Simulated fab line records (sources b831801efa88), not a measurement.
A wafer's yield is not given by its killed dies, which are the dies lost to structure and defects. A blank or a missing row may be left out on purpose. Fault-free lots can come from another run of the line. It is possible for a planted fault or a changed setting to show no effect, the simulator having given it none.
Which of the tools did it? || flow sfqLine || 42 wafers from 14 lots sampled at 3 of the route's 325 steps

WHAT THE GAUGES READ, wafer by wafer
SFQ_INCOMING_BOW_MEAS_900. Usual: for INCOMING_BOW the level is 0 um and the standard deviation is 7.
{"lot": "L410", "measured": "day 1 10:00", "on": "filmMetro-01", "INCOMING_BOW (um)": "-4 11 -2", "flag": ""}
{"lot": "L412", "measured": "day 1 20:00", "on": "filmMetro-02", "INCOMING_BOW (um)": "10 2 -1", "flag": ""}
{"lot": "L414", "measured": "day 2 06:02", "on": "filmMetro-02", "INCOMING_BOW (um)": "-1 0 -2", "flag": ""}
{"lot": "L415", "measured": "day 2 11:00", "on": "filmMetro-03", "INCOMING_BOW (um)": "-5 -9 -2", "flag": ""}
{"lot": "L417", "measured": "day 2 21:02", "on": "filmMetro-03", "INCOMING_BOW (um)": "1 -7 -7", "flag": ""}
{"lot": "L423", "measured": "day 4 03:02", "on": "filmMetro-01", "INCOMING_BOW (um)": "2 -12 0", "flag": ""}
{"lot": "L424", "measured": "day 4 08:00", "on": "filmMetro-01", "INCOMING_BOW (um)": "-4 0 -25", "flag": ""}
{"lot": "L425", "measured": "day 4 13:01", "on": "filmMetro-03", "INCOMING_BOW (um)": "5 2 -1", "flag": ""}
{"lot": "L426", "measured": "day 4 18:02", "on": "filmMetro-01", "INCOMING_BOW (um)": "-2 2 -9", "flag": ""}
{"lot": "L427", "measured": "day 4 23:02", "on": "filmMetro-03", "INCOMING_BOW (um)": "-2 2 -2", "flag": ""}
{"lot": "L428", "measured": "day 5 04:00", "on": "filmMetro-01", "INCOMING_BOW (um)": "11 0 -15", "flag": ""}
{"lot": "L430", "measured": "day 5 14:02", "on": "filmMetro-02", "INCOMING_BOW (um)": "13 9 3", "flag": ""}
{"lot": "L432", "measured": "day 6 00:00", "on": "filmMetro-01", "INCOMING_BOW (um)": "-11 1 2", "flag": ""}
{"lot": "L433", "measured": "day 6 05:00", "on": "filmMetro-02", "INCOMING_BOW (um)": "-4 -10 5", "flag": ""}

SFQ_L0V_OVL_MEAS_903. Usual: for L0V_OVL the level is -1 nm and the standard deviation is 5.8.
{"lot": "L410", "measured": "day 9 04:38", "on": "overlay-01", "L0V_OVL (nm)": "1 1 -6", "flag": ""}
{"lot": "L412", "measured": "day 9 15:26", "on": "overlay-02", "L0V_OVL (nm)": "0 2 -2", "flag": ""}
{"lot": "L414", "measured": "day 10 02:23", "on": "overlay-01", "L0V_OVL (nm)": "-7 -5 -3", "flag": ""}
{"lot": "L415", "measured": "day 10 14:22", "on": "overlay-01", "L0V_OVL (nm)": "-7 0 -9", "flag": ""}
{"lot": "L417", "measured": "day 11 13:11", "on": "overlay-01", "L0V_OVL (nm)": "6 8 6", "flag": ""}
{"lot": "L423", "measured": "day 13 01:47", "on": "overlay-01", "L0V_OVL (nm)": "-2 3 -2", "flag": ""}
{"lot": "L424", "measured": "day 13 10:11", "on": "overlay-01", "L0V_OVL (nm)": "-5 -2 -3", "flag": ""}
{"lot": "L425", "measured": "day 13 20:59", "on": "overlay-01", "L0V_OVL (nm)": "-14 -11 -16", "flag": ""}
{"lot": "L426", "measured": "day 14 06:35", "on": "overlay-02", "L0V_OVL (nm)": "1 1 -4", "flag": ""}
{"lot": "L427", "measured": "day 14 15:27", "on": "overlay-02", "L0V_OVL (nm)": "8 13 9", "flag": ""}
{"lot": "L428", "measured": "day 14 19:02", "on": "overlay-02", "L0V_OVL (nm)": "-8 -10 -8", "flag": ""}
{"lot": "L430", "measured": "day 15 08:15", "on": "overlay-02", "L0V_OVL (nm)": "9 6 8", "flag": ""}
{"lot": "L432", "measured": "day 15 17:50", "on": "overlay-01", "L0V_OVL (nm)": "5 1 -1", "flag": ""}
{"lot": "L433", "measured": "day 15 23:58", "on": "overlay-01", "L0V_OVL (nm)": "-3 -1 -4", "flag": ""}

SFQ_M0_RS_MEAS_904: the measuring method here is four-point-probe. Usual: for M0_NB_RS the level is 0.893 ohm/sq and the standard deviation is 0.0083.
{"lot": "L410", "measured": "day 9 05:40", "on": "filmMetro-02", "M0_NB_RS (ohm/sq)": "0.895 0.899 0.890", "flag": ""}
{"lot": "L412", "measured": "day 9 16:28", "on": "filmMetro-02", "M0_NB_RS (ohm/sq)": "0.891 0.899 0.894", "flag": ""}
{"lot": "L414", "measured": "day 10 03:25", "on": "filmMetro-04", "M0_NB_RS (ohm/sq)": "0.900 0.892 0.894", "flag": ""}
{"lot": "L415", "measured": "day 10 15:26", "on": "filmMetro-02", "M0_NB_RS (ohm/sq)": "0.893 0.893 0.892", "flag": ""}
{"lot": "L417", "measured": "day 11 14:49", "on": "filmMetro-04", "M0_NB_RS (ohm/sq)": "0.882 0.875 0.889", "flag": ""}
{"lot": "L423", "measured": "day 13 02:51", "on": "filmMetro-04", "M0_NB_RS (ohm/sq)": "0.888 0.899 0.893", "flag": ""}
{"lot": "L424", "measured": "day 13 11:13", "on": "filmMetro-04", "M0_NB_RS (ohm/sq)": "0.888 0.877 0.876", "flag": ""}
{"lot": "L425", "measured": "day 13 22:02", "on": "filmMetro-01", "M0_NB_RS (ohm/sq)": "0.902 0.918 0.901", "flag": ""}
{"lot": "L426", "measured": "day 14 07:39", "on": "filmMetro-01", "M0_NB_RS (ohm/sq)": "0.894 0.891 0.893", "flag": ""}
{"lot": "L427", "measured": "day 14 16:30", "on": "filmMetro-02", "M0_NB_RS (ohm/sq)": "0.880 0.878 0.884", "flag": ""}
{"lot": "L428", "measured": "day 14 20:04", "on": "filmMetro-04", "M0_NB_RS (ohm/sq)": "0.897 0.899 0.897", "flag": ""}
{"lot": "L430", "measured": "day 15 09:28", "on": "filmMetro-02", "M0_NB_RS (ohm/sq)": "0.886 0.887 0.886", "flag": ""}
{"lot": "L432", "measured": "day 15 18:52", "on": "filmMetro-02", "M0_NB_RS (ohm/sq)": "0.897 0.902 0.892", "flag": ""}
{"lot": "L433", "measured": "day 16 00:59", "on": "filmMetro-02", "M0_NB_RS (ohm/sq)": "0.885 0.893 0.887", "flag": ""}

TOOL THAT RAN EACH LOT (tool first, then ch and the chambers of the sampled wafers, then the start)
The record holds no process step before these readings.

AS READ BY THE TOOLS THEMSELVES (means over the sampled wafers that have a number; for cases with no such wafer, the mark the record gives instead)
The record holds no such reading with a usual standard deviation.

THE ANSWER, worked out from the rows above alone
Rule: a lot is off if the mean of its wafers that have a number lies more than 3 standard deviations from the usual mean. Also off: a lot with no number at a reading for which 4 or more lots have one. The other lots that the step has rows for count as sound. First the gauges in route order, then the tools' own readings, where a lot's mean is used as printed above. The first step at which some lot is off is used, and at that step the reading that is off furthest; a lot without a number counts as furthest.
None of the lots is off at any reading shown; this tells nothing.

WHAT WAS PUT IN BY THE SIMULATOR
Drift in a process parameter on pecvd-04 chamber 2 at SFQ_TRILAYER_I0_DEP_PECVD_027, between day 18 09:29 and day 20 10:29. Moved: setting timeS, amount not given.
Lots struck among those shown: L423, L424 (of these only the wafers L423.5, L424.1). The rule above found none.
